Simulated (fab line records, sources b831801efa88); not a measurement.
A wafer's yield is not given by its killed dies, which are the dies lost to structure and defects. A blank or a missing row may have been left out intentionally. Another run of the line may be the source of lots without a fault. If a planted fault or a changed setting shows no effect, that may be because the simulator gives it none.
fab line records -- flow gf180mcu
record lots=24, wafers=72, lastDay=34
route steps=602 shown HV_LDD@208 V2@396 M3@415 V4@493 MIM@505 V5@558
lots with no fault: from the same line, run without faults
startH: hours from the record's first day to the start of the lot's first wafer shown -- waitH: time in hours since the lot's previous step -- " identical to the entry in the row above -- L1.1+2: a row that stands for several wafers -- - no value, or no start given -- * or withheld: withheld -- < > ~ a bound
route shown NAME@n: NAME is a module with steps in the file, n the number in the route of the first one -- usual: mean/standard deviation of fault-free wafers -- same: alike in all rows -- chamber/n: place in a boat -- sites: the reading at each site -- _std_site: the values' standard deviation -- _edge_site: inner sites' mean taken away from outer sites' mean -- radiusMm: how far each site lies from the wafer's centre -- mask NAME#n: copy n -- behind: the tool/chamber that last shaped the wafer -- hold: the reason the lot was held/the length of the hold in hours/how it ended -- device: names the non-switching transistor (n, p or np) -- end of line: the route-end tests of the same wafers -- a step without rows: its recipe alone -- killed: count of dies lost to structure and defects at first sort (not the wafer's yield) -- map: shows each die of a wafer: x if killed, . if not, _ if none is there
set.NAME: the setting that was run; set.NAME@STEP: the one run at that earlier step -- model.NAME: the simulator's own value behind a step, which no gauge read
a sample of lots followed through the steps of the route, with each step as a table and each wafer as a row
services: the hour from which a tool's chamber was out of use, counted from the record's first day as startH (under 0 if before that day), plus the number of hours and why
## steps
# step GF_HV_LDD_OVL_MEAS_32
# usual HV_LDD_02_OVL=-0.3/1.3
lot.wafer,tool,chamber,startH,waitH,HV_LDD_02_OVL[nm]
L074.3,overlay-01,-,253.59,0.1,-2.0
L074.5,overlay-01,-,253.59,0.1,0.4
L074.6,overlay-01,-,253.59,0.1,0.1
L075.1,overlay-01,-,261.22,0.1,-0.4
L075.5,overlay-01,-,261.22,0.1,0.8
L075.6,overlay-01,-,261.22,0.1,-0.8
L076.1,overlay-02,-,267.57,0.1,1.1
L076.4,overlay-02,-,267.57,0.1,0.1
L076.6,overlay-02,-,267.57,0.1,0.1
L077.2,overlay-01,-,278.53,0.1,0.2
L077.5,overlay-01,-,278.53,0.1,1.4
L077.6,overlay-01,-,278.53,0.1,-0.5
L078.1,overlay-02,-,286.02,0.1,-1.9
L078.2,overlay-02,-,286.02,0.1,-3.3
L078.3,overlay-02,-,286.02,0.1,0.0
L079.1,overlay-02,-,292.65,0.1,-3.3
L079.4,overlay-02,-,292.65,0.1,-1.0
L079.6,overlay-02,-,292.65,0.1,-1.9
L080.2,overlay-02,-,297.93,0.1,0.3
L080.3,overlay-02,-,297.93,0.1,-1.4
L080.4,overlay-02,-,297.93,0.1,1.2
L081.1,overlay-02,-,305.57,0.1,0.0
L081.5,overlay-02,-,305.57,0.1,0.0
L081.6,overlay-02,-,305.57,0.1,-2.4
L082.1,overlay-02,-,315.30,0.1,-1.2
L082.3,overlay-02,-,315.30,0.1,-0.6
L082.5,overlay-02,-,315.30,0.1,0.6
L083.3,overlay-02,-,321.48,0.1,0.6
L083.5,overlay-02,-,321.48,0.1,-0.9
L083.6,overlay-02,-,321.48,0.1,-2.1
L084.1,overlay-01,-,334.45,0.1,0.3
L084.5,overlay-01,-,334.45,0.1,0.1
L084.6,overlay-01,-,334.45,0.1,0.4
L085.1,overlay-01,-,343.80,0.1,-0.7
L085.3,overlay-01,-,343.80,0.1,-1.8
L085.4,overlay-01,-,343.80,0.1,-1.0
L086.1,overlay-01,-,366.02,0.1,0.1
L086.4,overlay-01,-,366.02,0.1,1.1
L086.6,overlay-01,-,366.02,0.1,1.6
L088.2,overlay-02,-,372.82,0.1,0.8
L088.5,overlay-02,-,372.82,0.1,-0.9
L088.6,overlay-02,-,372.82,0.1,-0.3
L087.1,overlay-02,-,375.72,0.1,-0.2
L087.4,overlay-02,-,375.72,0.1,-1.1
L087.6,overlay-02,-,375.72,0.1,-1.0
L089.2,overlay-01,-,382.73,0.1,-0.5
L089.4,overlay-01,-,382.73,0.1,-0.4
L089.6,overlay-01,-,382.73,0.1,-0.5
L090.1,overlay-02,-,390.02,0.1,2.0
L090.5,overlay-02,-,390.02,0.1,1.5
L090.6,overlay-02,-,390.02,0.1,1.7
L092.1,overlay-01,-,402.65,0.1,1.7
L092.3,overlay-01,-,402.65,0.1,1.2
L092.6,overlay-01,-,402.65,0.1,0.3
L091.2,overlay-01,-,405.26,0.1,-1.9
L091.5,overlay-01,-,405.26,0.1,-1.1
L091.6,overlay-01,-,405.26,0.1,-1.8
L094.1,overlay-02,-,411.92,0.1,-0.2
L094.2,overlay-02,-,411.92,0.1,-0.2
L094.6,overlay-02,-,411.92,0.1,0.4
L093.3,overlay-02,-,413.21,0.1,-0.8
L093.5,overlay-02,-,413.21,0.1,2.2
L093.6,overlay-02,-,413.21,0.1,-1.3
L095.2,overlay-01,-,418.62,0.1,-1.5
L095.3,overlay-01,-,418.62,0.1,-0.4
L095.4,overlay-01,-,418.62,0.1,-1.2
L096.3,overlay-01,-,434.86,0.1,-0.7
L096.5,overlay-01,-,434.86,0.1,1.4
L096.6,overlay-01,-,434.86,0.1,0.1
L097.1,overlay-02,-,440.75,0.1,2.6
L097.4,overlay-02,-,440.75,0.1,3.0
L097.6,overlay-02,-,440.75,0.1,1.2
# step GF_V2_CD_MEAS_14
# recipe targetCdNm=260
# usual cdNm=260.1/1.1
lot.wafer,tool,chamber,startH,waitH,cdNm
L074.3,cdSem-01,-,461.94,0.1,260.5
L074.5,cdSem-01,-,461.94,0.1,260.7
L074.6,cdSem-01,-,461.94,0.1,260.9
L075.1,cdSem-01,-,470.73,0.1,260.4
L075.5,cdSem-01,-,470.73,0.1,260.8
L075.6,cdSem-01,-,470.73,0.1,260.0
L076.1,cdSem-01,-,479.55,0.1,259.9
L076.4,cdSem-01,-,479.55,0.1,260.1
L076.6,cdSem-01,-,479.55,0.1,260.7
L077.2,cdSem-01,-,494.02,0.1,257.8
L077.5,cdSem-01,-,494.02,0.1,258.9
L077.6,cdSem-01,-,494.02,0.1,258.6
L078.1,cdSem-02,-,503.70,0.1,260.7
L078.2,cdSem-02,-,503.70,0.1,261.3
L078.3,cdSem-02,-,503.70,0.1,260.9
L079.1,cdSem-02,-,510.31,0.1,259.5
L079.4,cdSem-02,-,510.31,0.1,259.4
L079.6,cdSem-02,-,510.31,0.1,261.6
L080.2,cdSem-02,-,516.17,0.1,261.3
L080.3,cdSem-02,-,516.17,0.1,261.4
L080.4,cdSem-02,-,516.17,0.1,262.0
L081.1,cdSem-01,-,526.08,0.1,260.8
L081.5,cdSem-01,-,526.08,0.1,260.3
L081.6,cdSem-01,-,526.08,0.1,261.4
L082.1,cdSem-01,-,536.00,0.1,257.8
L082.3,cdSem-01,-,536.00,0.1,258.4
L082.5,cdSem-01,-,536.00,0.1,257.8
L083.3,cdSem-02,-,544.87,0.1,259.9
L083.5,cdSem-02,-,544.87,0.1,258.9
L083.6,cdSem-02,-,544.87,0.1,261.2
L084.1,cdSem-02,-,559.63,0.1,261.1
L084.5,cdSem-02,-,559.63,0.1,260.6
L084.6,cdSem-02,-,559.63,0.1,259.6
L085.1,cdSem-01,-,564.84,0.1,258.9
L085.3,cdSem-01,-,564.84,0.1,259.6
L085.4,cdSem-01,-,564.84,0.1,259.7
L086.1,cdSem-02,-,589.55,0.1,260.1
L086.4,cdSem-02,-,589.55,0.1,258.1
L086.6,cdSem-02,-,589.55,0.1,260.6
L088.2,cdSem-01,-,596.90,0.1,259.2
L088.5,cdSem-01,-,596.90,0.1,259.4
L088.6,cdSem-01,-,596.90,0.1,258.8
L087.1,cdSem-01,-,597.93,0.1,259.2
L087.4,cdSem-01,-,597.93,0.1,259.9
L087.6,cdSem-01,-,597.93,0.1,260.8
L089.2,cdSem-02,-,604.45,0.1,259.9
L089.4,cdSem-02,-,604.45,0.1,259.1
L089.6,cdSem-02,-,604.45,0.1,259.2
L090.1,cdSem-01,-,610.54,0.1,260.7
L090.5,cdSem-01,-,610.54,0.1,261.4
L090.6,cdSem-01,-,610.54,0.1,262.3
L092.1,cdSem-01,-,623.70,0.1,261.1
L092.3,cdSem-01,-,623.70,0.1,260.4
L092.6,cdSem-01,-,623.70,0.1,260.7
L091.2,cdSem-02,-,624.91,0.1,258.6
L091.5,cdSem-02,-,624.91,0.1,259.0
L091.6,cdSem-02,-,624.91,0.1,257.4
L094.1,cdSem-02,-,630.03,0.1,259.4
L094.2,cdSem-02,-,630.03,0.1,260.0
L094.6,cdSem-02,-,630.03,0.1,261.3
L093.3,cdSem-01,-,634.54,0.1,258.9
L093.5,cdSem-01,-,634.54,0.1,259.7
L093.6,cdSem-01,-,634.54,0.1,260.4
L095.2,cdSem-01,-,636.16,0.1,261.8
L095.3,cdSem-01,-,636.16,0.1,260.6
L095.4,cdSem-01,-,636.16,0.1,260.6
L096.3,cdSem-02,-,649.37,0.1,259.3
L096.5,cdSem-02,-,649.37,0.1,258.5
L096.6,cdSem-02,-,649.37,0.1,259.3
L097.1,cdSem-02,-,651.84,0.1,261.2
L097.4,cdSem-02,-,651.84,0.1,261.6
L097.6,cdSem-02,-,651.84,0.1,261.8
# step GF_M3_THK_MEAS_06
# recipe thkMeasGauge=xrf, reads=AlCu_of_M3_SPUTTER_02
# usual M3_ALCU_THK=452/6.8
lot.wafer,tool,chamber,startH,waitH,M3_ALCU_THK[nm]
L074.3,filmMetro-04,-,463.81,0.1,457
L074.5,filmMetro-04,-,463.81,0.1,453
L074.6,filmMetro-04,-,463.81,0.1,458
L075.1,filmMetro-03,-,472.61,0.1,455
L075.5,filmMetro-03,-,472.61,0.1,454
L075.6,filmMetro-03,-,472.61,0.1,447
L076.1,filmMetro-04,-,481.41,0.1,452
L076.4,filmMetro-04,-,481.41,0.1,451
L076.6,filmMetro-04,-,481.41,0.1,444
L077.2,filmMetro-03,-,495.86,0.1,460
L077.5,filmMetro-03,-,495.86,0.1,464
L077.6,filmMetro-03,-,495.86,0.1,470
L078.1,filmMetro-03,-,505.55,0.1,442
L078.2,filmMetro-03,-,505.55,0.1,443
L078.3,filmMetro-03,-,505.55,0.1,445
L079.1,filmMetro-04,-,512.16,0.1,438
L079.4,filmMetro-04,-,512.16,0.1,446
L079.6,filmMetro-04,-,512.16,0.1,452
L080.2,filmMetro-04,-,518.04,0.1,454
L080.3,filmMetro-04,-,518.04,0.1,452
L080.4,filmMetro-04,-,518.04,0.1,456
L081.1,filmMetro-04,-,527.93,0.1,459
L081.5,filmMetro-04,-,527.93,0.1,462
L081.6,filmMetro-04,-,527.93,0.1,462
L082.1,filmMetro-04,-,537.85,0.1,456
L082.3,filmMetro-04,-,537.85,0.1,455
L082.5,filmMetro-04,-,537.85,0.1,464
L083.3,filmMetro-03,-,546.80,0.1,437
L083.5,filmMetro-03,-,546.80,0.1,443
L083.6,filmMetro-03,-,546.80,0.1,450
L084.1,filmMetro-04,-,561.89,0.1,449
L084.5,filmMetro-04,-,561.89,0.1,453
L084.6,filmMetro-04,-,561.89,0.1,452
L085.1,filmMetro-04,-,567.40,0.1,457
L085.3,filmMetro-04,-,567.40,0.1,457
L085.4,filmMetro-04,-,567.40,0.1,456
L086.1,filmMetro-03,-,591.74,0.1,441
L086.4,filmMetro-03,-,591.74,0.1,441
L086.6,filmMetro-03,-,591.74,0.1,443
L088.2,filmMetro-01,-,598.74,0.1,450
L088.5,filmMetro-01,-,598.74,0.1,456
L088.6,filmMetro-01,-,598.74,0.1,457
L087.1,filmMetro-01,-,599.79,0.1,451
L087.4,filmMetro-01,-,599.79,0.1,448
L087.6,filmMetro-01,-,599.79,0.1,452
L089.2,filmMetro-03,-,606.29,0.1,448
L089.4,filmMetro-03,-,606.29,0.1,458
L089.6,filmMetro-03,-,606.29,0.1,450
L090.1,filmMetro-03,-,612.43,0.1,447
L090.5,filmMetro-03,-,612.43,0.1,450
L090.6,filmMetro-03,-,612.43,0.1,445
L092.1,filmMetro-03,-,625.71,0.1,459
L092.3,filmMetro-03,-,625.71,0.1,459
L092.6,filmMetro-03,-,625.71,0.1,456
L091.2,filmMetro-01,-,626.79,0.1,445
L091.5,filmMetro-01,-,626.79,0.1,451
L091.6,filmMetro-01,-,626.79,0.1,442
L094.1,filmMetro-04,-,631.89,0.1,457
L094.2,filmMetro-04,-,631.89,0.1,455
L094.6,filmMetro-04,-,631.89,0.1,461
L093.3,filmMetro-04,-,636.38,0.1,460
L093.5,filmMetro-04,-,636.38,0.1,456
L093.6,filmMetro-04,-,636.38,0.1,449
L095.2,filmMetro-04,-,638.01,0.1,448
L095.3,filmMetro-04,-,638.01,0.1,445
L095.4,filmMetro-04,-,638.01,0.1,449
L096.3,filmMetro-04,-,651.21,0.1,448
L096.5,filmMetro-04,-,651.21,0.1,446
L096.6,filmMetro-04,-,651.21,0.1,452
L097.1,filmMetro-04,-,653.73,0.1,449
L097.4,filmMetro-04,-,653.73,0.1,454
L097.6,filmMetro-04,-,653.73,0.1,452
# step GF_V4_ETCH_17
# recipe chemistry=C4F8/O2/Ar, maskMaterial=KrF, target=SiO2, stopOn=TiN, sourceW=1500, biasW=1200, pressureMtorr=40, c4f8FlowSccm=withheld, O2_flow_sccm=6, Ar_flow_sccm=300, timeS=withheld, targetDepthA=6300
# usual oesProductAu=0.855/0.0051
lot.wafer,tool,chamber,startH,waitH,oesProductAu
L074.3,rieDiel-02,0,-,-,0.853
L074.5,rieDiel-02,1,-,-,0.860
L074.6,rieDiel-02,0,-,-,0.856
L075.1,rieDiel-02,3,-,-,0.846
L075.5,rieDiel-02,3,-,-,0.854
L075.6,rieDiel-02,0,-,-,0.853
L076.1,rieDiel-02,1,-,-,0.857
L076.4,rieDiel-02,3,-,-,0.865
L076.6,rieDiel-02,2,-,-,0.848
L077.2,rieDiel-01,2,-,-,0.851
L077.5,rieDiel-01,3,-,-,0.857
L077.6,rieDiel-01,0,-,-,0.842
L078.1,rieDiel-02,3,-,-,0.852
L078.2,rieDiel-02,1,-,-,0.854
L078.3,rieDiel-02,2,-,-,0.856
L079.1,rieDiel-01,1,-,-,0.856
L079.4,rieDiel-01,3,-,-,0.859
L079.6,rieDiel-01,0,-,-,0.854
L080.2,rieDiel-01,3,-,-,0.848
L080.3,rieDiel-01,0,-,-,0.855
L080.4,rieDiel-01,1,-,-,0.859
L081.1,rieDiel-02,0,-,-,0.855
L081.5,rieDiel-02,2,-,-,0.859
L081.6,rieDiel-02,1,-,-,0.849
L082.1,rieDiel-02,1,-,-,0.857
L082.3,rieDiel-02,2,-,-,0.864
L082.5,rieDiel-02,0,-,-,0.855
L083.3,rieDiel-02,3,-,-,0.849
L083.5,rieDiel-02,0,-,-,0.859
L083.6,rieDiel-02,3,-,-,0.861
L084.1,rieDiel-03,2,-,-,0.855
L084.5,rieDiel-03,2,-,-,0.854
L084.6,rieDiel-03,1,-,-,0.852
L085.1,rieDiel-01,0,-,-,0.861
L085.3,rieDiel-01,2,-,-,0.851
L085.4,rieDiel-01,1,-,-,0.856
L086.1,rieDiel-01,0,-,-,0.860
L086.4,rieDiel-01,1,-,-,0.860
L086.6,rieDiel-01,0,-,-,0.857
L088.2,rieDiel-01,0,-,-,0.859
L088.5,rieDiel-01,0,-,-,0.853
L088.6,rieDiel-01,1,-,-,0.866
L087.1,rieDiel-02,0,-,-,0.859
L087.4,rieDiel-02,3,-,-,0.848
L087.6,rieDiel-02,3,-,-,0.851
L089.2,rieDiel-03,2,-,-,0.858
L089.4,rieDiel-03,3,-,-,0.862
L089.6,rieDiel-03,0,-,-,0.860
L090.1,rieDiel-01,0,-,-,0.851
L090.5,rieDiel-01,1,-,-,0.856
L090.6,rieDiel-01,0,-,-,0.856
L092.1,rieDiel-02,2,-,-,0.854
L092.3,rieDiel-02,3,-,-,0.868
L092.6,rieDiel-02,3,-,-,0.859
L091.2,rieDiel-02,0,-,-,0.856
L091.5,rieDiel-02,2,-,-,0.852
L091.6,rieDiel-02,3,-,-,0.843
L094.1,rieDiel-01,2,-,-,0.853
L094.2,rieDiel-01,1,-,-,0.859
L094.6,rieDiel-01,1,-,-,0.856
L093.3,rieDiel-03,3,-,-,0.858
L093.5,rieDiel-03,1,-,-,0.851
L093.6,rieDiel-03,2,-,-,0.861
L095.2,rieDiel-01,2,-,-,0.859
L095.3,rieDiel-01,1,-,-,0.860
L095.4,rieDiel-01,3,-,-,0.855
L096.3,rieDiel-01,3,-,-,0.844
L096.5,rieDiel-01,3,-,-,0.851
L096.6,rieDiel-01,2,-,-,0.862
L097.1,rieDiel-03,2,-,-,0.851
L097.4,rieDiel-03,0,-,-,0.849
L097.6,rieDiel-03,0,-,-,0.856
# step GF_MIM_SPUTTER_02
# recipe material=AlCu, targetThkNm=450, powerW=10600, timeS=23.9, chamberPressurePa=0.4
# usual cathodeDcPowerW=10600/1.9, throttleValvePct=30.5/1.1
lot.wafer,tool,chamber,startH,waitH,cathodeDcPowerW,throttleValvePct
L074.3,pvdSputter-04,-,563.47,0.0,10598,30.1
L074.5,pvdSputter-04,-,563.47,0.0,10603,29.9
L074.6,pvdSputter-04,-,563.47,0.0,10599,31.8
L075.1,pvdSputter-01,-,571.93,0.0,10600,30.4
L075.5,pvdSputter-01,-,571.93,0.0,10600,29.0
L075.6,pvdSputter-01,-,571.93,0.0,10602,30.7
L076.1,pvdSputter-04,-,578.42,0.0,10600,30.6
L076.4,pvdSputter-04,-,578.42,0.0,10603,31.2
L076.6,pvdSputter-04,-,578.42,0.0,10597,31.4
L077.2,pvdSputter-01,-,592.92,0.0,10599,29.0
L077.5,pvdSputter-01,-,592.92,0.0,10599,30.5
L077.6,pvdSputter-01,-,592.92,0.0,10600,29.0
L078.1,pvdSputter-03,-,601.09,0.0,10597,30.5
L078.2,pvdSputter-03,-,601.09,0.0,10601,30.0
L078.3,pvdSputter-03,-,601.09,0.0,10600,32.4
L079.1,pvdSputter-01,-,607.84,0.0,10601,30.3
L079.4,pvdSputter-01,-,607.84,0.0,10600,28.8
L079.6,pvdSputter-01,-,607.84,0.0,10599,29.0
L080.2,pvdSputter-01,-,612.19,0.0,10599,29.0
L080.3,pvdSputter-01,-,612.19,0.0,10600,29.1
L080.4,pvdSputter-01,-,612.19,0.0,10602,30.4
L081.1,pvdSputter-03,-,620.69,0.0,10604,30.2
L081.5,pvdSputter-03,-,620.69,0.0,10600,30.0
L081.6,pvdSputter-03,-,620.69,0.0,10600,32.6
L082.1,pvdSputter-01,-,636.04,0.0,10599,30.2
L082.3,pvdSputter-01,-,636.04,0.0,10602,29.0
L082.5,pvdSputter-01,-,636.04,0.0,10601,30.5
L083.3,pvdSputter-04,-,639.23,0.0,10596,29.8
L083.5,pvdSputter-04,-,639.23,0.0,10602,31.5
L083.6,pvdSputter-04,-,639.23,0.0,10599,29.6
L084.1,pvdSputter-03,-,651.63,0.0,10599,30.4
L084.5,pvdSputter-03,-,651.63,0.0,10600,30.1
L084.6,pvdSputter-03,-,651.63,0.0,10601,32.3
L085.1,pvdSputter-03,-,657.22,0.0,10597,32.3
L085.3,pvdSputter-03,-,657.22,0.0,10603,32.1
L085.4,pvdSputter-03,-,657.22,0.0,10600,29.7
L086.1,pvdSputter-04,-,678.91,0.0,10598,30.0
L086.4,pvdSputter-04,-,678.91,0.0,10601,30.5
L086.6,pvdSputter-04,-,678.91,0.0,10601,31.6
L088.2,pvdSputter-03,-,684.86,0.0,10602,32.2
L088.5,pvdSputter-03,-,684.86,0.0,10599,30.0
L088.6,pvdSputter-03,-,684.86,0.0,10600,32.2
L087.1,pvdSputter-03,-,685.69,0.0,10599,32.0
L087.4,pvdSputter-03,-,685.69,0.0,10600,30.0
L087.6,pvdSputter-03,-,685.69,0.0,10604,32.1
L089.2,pvdSputter-03,-,690.73,0.0,10602,29.9
L089.4,pvdSputter-03,-,690.73,0.0,10602,32.1
L089.6,pvdSputter-03,-,690.73,0.0,10598,32.1
L090.1,pvdSputter-03,-,697.30,0.0,10603,31.9
L090.5,pvdSputter-03,-,697.30,0.0,10601,30.6
L090.6,pvdSputter-03,-,697.30,0.0,10602,31.9
L092.1,pvdSputter-03,-,708.92,0.0,10597,32.4
L092.3,pvdSputter-03,-,708.92,0.0,10600,30.2
L092.6,pvdSputter-03,-,708.92,0.0,10602,32.0
L091.2,pvdSputter-03,-,710.55,0.0,10601,32.5
L091.5,pvdSputter-03,-,710.55,0.0,10598,32.2
L091.6,pvdSputter-03,-,710.55,0.0,10601,32.1
L094.1,pvdSputter-04,-,715.78,0.0,10600,28.3
L094.2,pvdSputter-04,-,715.78,0.0,10600,30.0
L094.6,pvdSputter-04,-,715.78,0.0,10602,30.2
L093.3,pvdSputter-01,-,719.18,0.0,10604,30.1
L093.5,pvdSputter-01,-,719.18,0.0,10601,30.6
L093.6,pvdSputter-01,-,719.18,0.0,10600,28.9
L095.2,pvdSputter-04,-,720.34,0.0,10598,30.6
L095.3,pvdSputter-04,-,720.34,0.0,10605,28.6
L095.4,pvdSputter-04,-,720.34,0.0,10601,30.1
L096.3,pvdSputter-01,-,731.68,0.0,10601,29.3
L096.5,pvdSputter-01,-,731.68,0.0,10601,29.1
L096.6,pvdSputter-01,-,731.68,0.0,10599,30.6
L097.1,pvdSputter-01,-,734.54,0.0,10600,29.1
L097.4,pvdSputter-01,-,734.54,0.0,10599,30.9
L097.6,pvdSputter-01,-,734.54,0.0,10599,28.8
# step GF_V5_STRIP_18
# recipe chemistry=O2/N2, powerW=1400, pressureMtorr=1500, platenTempC=250, o2FlowSccm=3000, n2FlowSccm=300, overashFraction=0.5
# usual drypumpMotorCurrentA=5.6/0.38, heaterPowerW=340/44, oesProductAu=0.568/0.0052
lot.wafer,tool,chamber,startH,waitH,drypumpMotorCurrentA,heaterPowerW,oesProductAu,rfHoursCounterH
L074.3,plasmaAsher-03,0,629.13,-,5.5,367,0.570,-
L074.5,plasmaAsher-03,0,629.13,-,5.5,361,0.574,-
L074.6,plasmaAsher-03,1,629.13,-,6.3,348,0.564,-
L075.1,plasmaAsher-01,1,636.60,-,5.1,412,0.563,51
L075.5,plasmaAsher-01,0,636.60,-,5.6,325,0.571,-
L075.6,plasmaAsher-01,1,636.60,-,5.1,423,0.569,-
L076.1,plasmaAsher-03,1,643.79,-,6.3,357,0.567,88
L076.4,plasmaAsher-03,1,643.79,-,6.3,353,0.568,-
L076.6,plasmaAsher-03,0,643.79,-,5.5,356,0.562,-
L077.2,plasmaAsher-03,1,657.05,-,6.3,341,0.566,90
L077.5,plasmaAsher-03,1,657.05,-,6.3,354,0.568,-
L077.6,plasmaAsher-03,0,657.05,-,5.5,354,0.570,-
L078.1,plasmaAsher-03,1,664.05,-,6.3,359,0.569,91
L078.2,plasmaAsher-03,0,664.05,-,5.5,361,0.552,91
L078.3,plasmaAsher-03,1,664.05,-,6.3,350,0.569,-
L079.1,plasmaAsher-03,0,670.35,-,5.5,364,0.574,91
L079.4,plasmaAsher-03,1,670.35,-,6.3,354,0.566,-
L079.6,plasmaAsher-03,1,670.35,-,6.3,350,0.574,-
L080.2,plasmaAsher-01,0,674.21,-,5.6,317,0.574,56
L080.3,plasmaAsher-01,1,674.21,-,5.1,411,0.574,-
L080.4,plasmaAsher-01,0,674.21,-,5.5,323,0.570,-
L081.1,plasmaAsher-01,0,681.25,-,5.6,320,0.576,57
L081.5,plasmaAsher-01,0,681.25,-,5.6,332,0.569,-
L081.6,plasmaAsher-01,1,681.25,-,5.1,418,0.574,-
L082.1,plasmaAsher-02,0,696.52,-,5.6,336,0.580,23
L082.3,plasmaAsher-02,1,696.52,-,5.5,263,0.569,-
L082.5,plasmaAsher-02,1,696.52,-,5.5,260,0.570,-
L083.3,plasmaAsher-02,0,699.63,-,5.6,338,0.565,-
L083.5,plasmaAsher-02,1,699.63,-,5.5,259,0.569,-
L083.6,plasmaAsher-02,0,699.63,-,5.6,335,0.572,-
L084.1,plasmaAsher-03,1,709.65,-,6.3,353,0.574,97
L084.5,plasmaAsher-03,0,709.65,-,5.5,361,0.565,-
L084.6,plasmaAsher-03,1,709.65,-,6.3,355,0.573,-
L085.1,plasmaAsher-02,0,715.35,-,5.6,332,0.561,25
L085.3,plasmaAsher-02,0,715.35,-,5.6,336,0.564,-
L085.4,plasmaAsher-02,1,715.35,-,5.5,255,0.573,-
L086.1,plasmaAsher-02,0,734.82,-,5.6,331,0.561,27
L086.4,plasmaAsher-02,0,734.82,-,5.6,344,0.564,-
L086.6,plasmaAsher-02,0,734.82,-,5.6,344,0.565,-
L088.2,plasmaAsher-02,0,740.35,-,5.6,339,0.562,28
L088.5,plasmaAsher-02,1,740.35,-,5.5,264,0.564,-
L088.6,plasmaAsher-02,0,740.35,-,5.6,332,0.560,-
L087.1,plasmaAsher-01,0,741.60,-,5.6,322,0.573,64
L087.4,plasmaAsher-01,1,741.60,-,5.1,418,0.579,-
L087.6,plasmaAsher-01,0,741.60,-,5.6,326,0.568,-
L089.2,plasmaAsher-03,0,746.05,-,5.5,358,0.571,101
L089.4,plasmaAsher-03,1,746.05,-,6.3,347,0.564,-
L089.6,plasmaAsher-03,0,746.05,-,5.5,356,0.572,-
L090.1,plasmaAsher-01,0,751.10,-,5.6,323,0.568,65
L090.5,plasmaAsher-01,1,751.10,-,5.1,412,0.565,-
L090.6,plasmaAsher-01,0,751.10,-,5.6,325,0.577,-
L092.1,plasmaAsher-03,1,763.20,-,6.3,343,0.564,102
L092.3,plasmaAsher-03,0,763.20,-,5.5,352,0.569,-
L092.6,plasmaAsher-03,0,763.20,-,5.5,370,0.564,-
L091.2,plasmaAsher-02,1,764.25,-,5.5,260,0.573,30
L091.5,plasmaAsher-02,1,764.25,-,5.5,257,0.566,-
L091.6,plasmaAsher-02,0,764.25,-,5.6,333,0.562,-
L094.1,plasmaAsher-02,0,770.40,-,5.6,337,0.562,31
L094.2,plasmaAsher-02,1,770.40,-,5.5,254,0.567,31
L094.6,plasmaAsher-02,1,770.40,-,5.5,251,0.571,-
L093.3,plasmaAsher-02,0,772.82,-,5.6,340,0.574,-
L093.5,plasmaAsher-02,0,772.82,-,5.6,331,0.568,-
L093.6,plasmaAsher-02,1,772.82,-,5.5,259,0.566,-
L095.2,plasmaAsher-01,0,773.73,-,5.6,334,0.568,67
L095.3,plasmaAsher-01,1,773.73,-,5.1,402,0.567,-
L095.4,plasmaAsher-01,0,773.73,-,5.6,321,0.569,-
L096.3,plasmaAsher-03,1,782.53,-,6.3,351,0.569,-
L096.5,plasmaAsher-03,1,782.53,-,6.3,353,0.572,-
L096.6,plasmaAsher-03,0,782.53,-,5.5,363,0.571,-
L097.1,plasmaAsher-03,1,785.63,-,6.3,356,0.565,105
L097.4,plasmaAsher-03,0,785.63,-,5.5,355,0.561,-
L097.6,plasmaAsher-03,0,785.63,-,5.5,365,0.561,-
## services
tool,chamber,startH,hours,kind
rieDiel-01,1,538.83,2.6,repair
rieDiel-03,3,545.44,1.8,repair
rieDiel-02,2,546.15,-,clean
rieDiel-01,0,551.28,17.2,repair
rieDiel-01,-,569.22,2.8,pm
pvdSputter-04,-,595.17,2.0,repair
rieDiel-03,1,599.07,5.2,repair
plasmaAsher-01,-,624.71,2.8,repair
rieDiel-03,1,630.14,6.0,repair
plasmaAsher-02,-,633.93,10.4,pm
plasmaAsher-02,-,652.73,31.9,repair
rieDiel-02,0,666.78,6.7,repair
rieDiel-01,2,667.14,46.7,repair
rieDiel-01,0,687.18,4.9,repair
pvdSputter-03,-,700.07,2.1,repair
rieDiel-03,-,707.69,2.8,pm
plasmaAsher-03,-,721.43,4.5,repair
rieDiel-02,0,738.00,6.0,repair
rieDiel-03,0,739.86,14.3,repair
rieDiel-03,1,742.28,5.0,repair
rieDiel-01,1,755.72,13.1,repair
plasmaAsher-01,-,761.71,3.1,repair
rieDiel-02,0,763.89,7.3,repair
rieDiel-01,3,767.38,10.1,repair
## key
fault none
